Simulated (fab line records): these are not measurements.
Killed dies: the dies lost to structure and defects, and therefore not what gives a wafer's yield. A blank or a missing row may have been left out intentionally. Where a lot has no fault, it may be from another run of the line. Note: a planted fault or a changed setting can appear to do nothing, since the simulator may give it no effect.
Which tool is to blame? | flow sky130 | 39 wafers from 13 lots sampled at 4 of the route's 708 steps

## WHAT THE GAUGES READ, wafer by wafer
SKY_FIELD_ISO_THK_MEAS_23.
lot  | measured    | on            | FIELD_ISO_OXIDATION_01_THK (nm)
L703 | day 2 12:34 | film metro-03 | 9.87 9.89 9.84
L704 | day 2 12:33 | film metro-04 | 9.53 9.81 9.55
L705 | day 2 22:20 | film metro-01 | 10.01 10.12 10.12
L706 | day 3 05:07 | film metro-03 | 9.85 9.79 9.86
L707 | day 3 12:31 | film metro-04 | 10.01 10.10 9.95
L708 | day 3 12:30 | film metro-03 | 9.93 9.97 9.87
L709 | day 3 20:31 | film metro-01 | 9.86 9.86 9.71
L710 | day 3 21:04 | film metro-01 | 9.97 9.91 10.00
L711 | day 4 05:20 | film metro-01 | 10.14 10.15 10.18
L715 | day 4 21:40 | film metro-01 | 9.94 10.05 10.00
L716 | day 5 03:27 | film metro-01 | 9.86 9.93 9.89
L719 | day 5 19:47 | film metro-01 | 9.65 9.47 9.85
L721 | day 6 04:25 | film metro-04 | 9.92 9.93 9.89

SKY_GATE_OXIDE_TW_MEAS_14.
lot  | measured     | on            | GATE_OXIDE_TW
L703 | day 14 18:44 | film metro-03 | 226.5 226.3 226.6
L704 | day 14 23:39 | film metro-03 | 227.7 226.6 226.4
L705 | day 15 10:20 | film metro-03 | 227.2 227.8 225.9
L706 | day 15 13:10 | film metro-03 | 226.5 227.7 227.1
L707 | day 15 15:27 | film metro-04 | 226.3 227.1 226.5
L708 | day 15 17:35 | film metro-02 | 223.1 223.0 221.7
L709 | day 16 09:22 | film metro-02 | 222.3 222.8 221.7
L710 | day 16 12:52 | film metro-04 | 223.8 224.2 225.3
L711 | day 17 02:53 | film metro-02 | 225.5 223.2 223.9
L715 | day 18 01:24 | film metro-04 | 227.0 227.8 226.3
L716 | day 18 10:53 | film metro-02 | 222.7 222.4 222.6
L719 | day 19 22:32 | film metro-03 | 225.2 225.3 224.6
L721 | day 20 06:47 | film metro-04 | 224.9 224.3 225.0

SKY_LDD_N_OVL_MEAS_07.
lot  | measured     | on         | LDD_N_OVL (nm)
L703 | day 18 15:35 | overlay-02 | -1.6 0.2 -0.4
L704 | day 18 21:04 | overlay-02 | -1.2 1.1 0.0
L705 | day 19 11:27 | overlay-01 | -3.5 -3.0 -1.9
L706 | day 19 13:46 | overlay-01 | -3.4 -0.3 -0.7
L707 | day 19 19:56 | overlay-02 | -2.4 -1.6 -2.3
L708 | day 19 23:06 | overlay-01 | -1.5 -1.6 0.9
L709 | day 20 11:37 | overlay-01 | -2.8 0.1 -2.7
L710 | day 20 16:40 | overlay-02 | 0.0 -0.8 -1.1
L711 | day 21 06:24 | overlay-02 | 0.4 1.5 1.9
L715 | day 22 05:01 | overlay-02 | -1.2 -1.1 0.6
L716 | day 22 16:40 | overlay-01 | -1.3 -3.1 -1.7
L719 | day 24 01:09 | overlay-01 | -3.5 -3.0 -2.4
L721 | day 24 09:27 | overlay-01 | 0.7 -2.5 1.0

## EACH LOT AND THE TOOL THAT RAN IT (in order: tool; ch and the chambers of the sampled wafers; start)
lot  | SKY_FIELD_ISO_ETCH_14
L703 | rie diel-01 ch 0,1,3, day 2 04:01
L704 | rie diel-03 ch 2,3, day 2 09:55
L705 | rie diel-01 ch 0,1,2, day 2 14:08
L706 | rie diel-02 ch 1,3, day 2 21:54
L707 | rie diel-01 ch 0,1,3, day 3 08:43
L708 | rie diel-03 ch 2,3, day 3 09:09
L709 | rie diel-02 ch 0,2,3, day 3 18:43
L710 | rie diel-03 ch 0,1, day 3 18:50
L711 | rie diel-03 ch 0,1, day 4 03:15
L715 | rie diel-01 ch 1,3, day 4 19:23
L716 | rie diel-03 ch 0,1,3, day 5 00:52
L719 | rie diel-02 ch 0,2,3, day 5 18:04
L721 | rie diel-01 ch 0,2,3, day 6 02:07
- SKY_FIELD_ISO_ETCH_14: etches BARC in N2/H2, stops on SiO2, time 45.9 s, target depth 60 nm.

## AS READ BY THE TOOLS THEMSELVES (means over the sampled wafers that have a number; for cases with no such wafer, the mark the record gives instead)
SKY_FIELD_ISO_ETCH_14.
lot  | tool        | bias w (W) | drypump motor current A (A) | oes product au (a.u.) | throttle valve pct (%)
L703 | rie diel-01 | 99.8       | 5.9                         | 0.857                 | 13.220
L704 | rie diel-03 | 99.9       | 5.8                         | 0.854                 | 13.224
L705 | rie diel-01 | 100.0      | 5.9                         | 0.853                 | 13.221
L706 | rie diel-02 | 100.3      | 5.2                         | 0.854                 | 13.225
L707 | rie diel-01 | 100.0      | 5.9                         | 0.855                 | 13.229
L708 | rie diel-03 | 99.9       | 5.8                         | 0.854                 | 13.221
L709 | rie diel-02 | 100.2      | 5.7                         | 0.851                 | 13.224
L710 | rie diel-03 | 100.4      | 5.1                         | 0.855                 | 13.220
L711 | rie diel-03 | 100.1      | 5.1                         | 0.857                 | 13.225
L715 | rie diel-01 | 100.1      | 5.8                         | 0.851                 | 13.224
L716 | rie diel-03 | 100.2      | 5.4                         | 0.852                 | 13.221
L719 | rie diel-02 | 99.9       | 5.7                         | 0.852                 | 13.222
L721 | rie diel-01 | 90.1       | 5.9                         | 0.846                 | 13.218

## THE ANSWER, worked out from the rows above alone
Rule: usual is defined by the lots themselves. Put in order of their means at a reading, lots are off if they are a third of the lots or fewer, leave a main group of 4 or more, and stand apart from it by a gap of 3 or more times the standard deviation of the main group's means; of several such gaps the widest counts. Not used: any main group whose means are identical at the precision the tables above print for the reading. Also off: a lot with no number at a reading for which 4 or more lots have one. Where the step has rows for the other lots, those lots are counted as sound. After the gauges, taken in route order, come the tools' own readings; for these a lot's mean is taken, as printed above. At the first step where some lot is off, the reading lying furthest off is the one used; lots without a number count as furthest.
Off at SKY_FIELD_ISO_ETCH_14 (bias w): L721. Main group: mean 100.1 W, sd 0.17.
If a tool, at that step or one of the process steps before it, ran each lot that is off and ran no sound lot following the first of them, it fits. One candidate fits, namely rie diel-01 at SKY_FIELD_ISO_ETCH_14. Its last sound lot is L715 (day 4 19:23), its first lot that is off L721 (day 6 02:07): a fault that began between those two fits.
On the lots that are off, the tool's own readings at SKY_FIELD_ISO_ETCH_14 differ by more than 5 times the standard deviation of the sound lots' means, which bears it out; bias w reads 90.1 W there versus 100.1 W on the sound lots.

## WHAT HAD BEEN PUT IN BY THE SIMULATOR
rie diel-01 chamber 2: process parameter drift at SKY_FIELD_ISO_ETCH_14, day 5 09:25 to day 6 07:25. From 100, the setting bias w moved by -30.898. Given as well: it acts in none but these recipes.
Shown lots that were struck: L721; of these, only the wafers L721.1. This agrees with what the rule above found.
